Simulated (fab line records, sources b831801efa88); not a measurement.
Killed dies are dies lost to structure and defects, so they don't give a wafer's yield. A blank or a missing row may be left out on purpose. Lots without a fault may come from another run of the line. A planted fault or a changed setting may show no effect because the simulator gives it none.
Chamber matching | flow gf180mcu | GF_V3_CMP_26 on cmp-02: 4 sister chambers
The step polishes, stops on SiO2, t overpolish 15 s, target thk 0 nm. 4 wafers are shown with their chamber, then 7 later ones without.

WAFERS WITH THEIR CHAMBER
wafer  | chamber | motor_current_A (A)
L472.3 | 2       | 10.3
L481.1 | 3       | 9.5
L481.6 | 0       | 10.3
L482.2 | 1       | 12.0

WAFERS WITHOUT THEIR CHAMBER
wafer  | motor_current_A (A)
L482.3 | 9.7
L482.6 | 9.7
L483.1 | 10.2
L483.3 | 9.1
L483.6 | 10.7
L484.2 | 10.6
L484.5 | 12.2

WHICH CHAMBER EACH WENT THROUGH
wafer  | from the rows above          | in truth
L482.3 | can't be placed: 3 or 0 or 2 | 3
L482.6 | can't be placed: 3 or 0 or 2 | 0
L483.1 | can't be placed: 0 or 2      | 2
L483.3 | 3                            | 3
L483.6 | can't be placed: 0 or 2      | 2
L484.2 | can't be placed: 0 or 2      | 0
L484.5 | 1                            | 1
Placed correctly: 2 of 7. Can't be placed from these rows: 5 (the true chamber is among the candidates in 5). Placed wrongly: 0.
How it was worked out, from the rows above alone: a wafer's distance from a chamber is the root of the sum, over the readings, of the square of ((its reading less the chamber's mean) divided by the reading's scatter). The wafer belongs to the nearest chamber; if the next one is less than 2 further off, it can't be placed. A chamber's mean is the mean of its shown wafers. The scatter: with one shown wafer a chamber, the root of the mean of the squares of how far each hidden wafer lies from its nearest shown one.
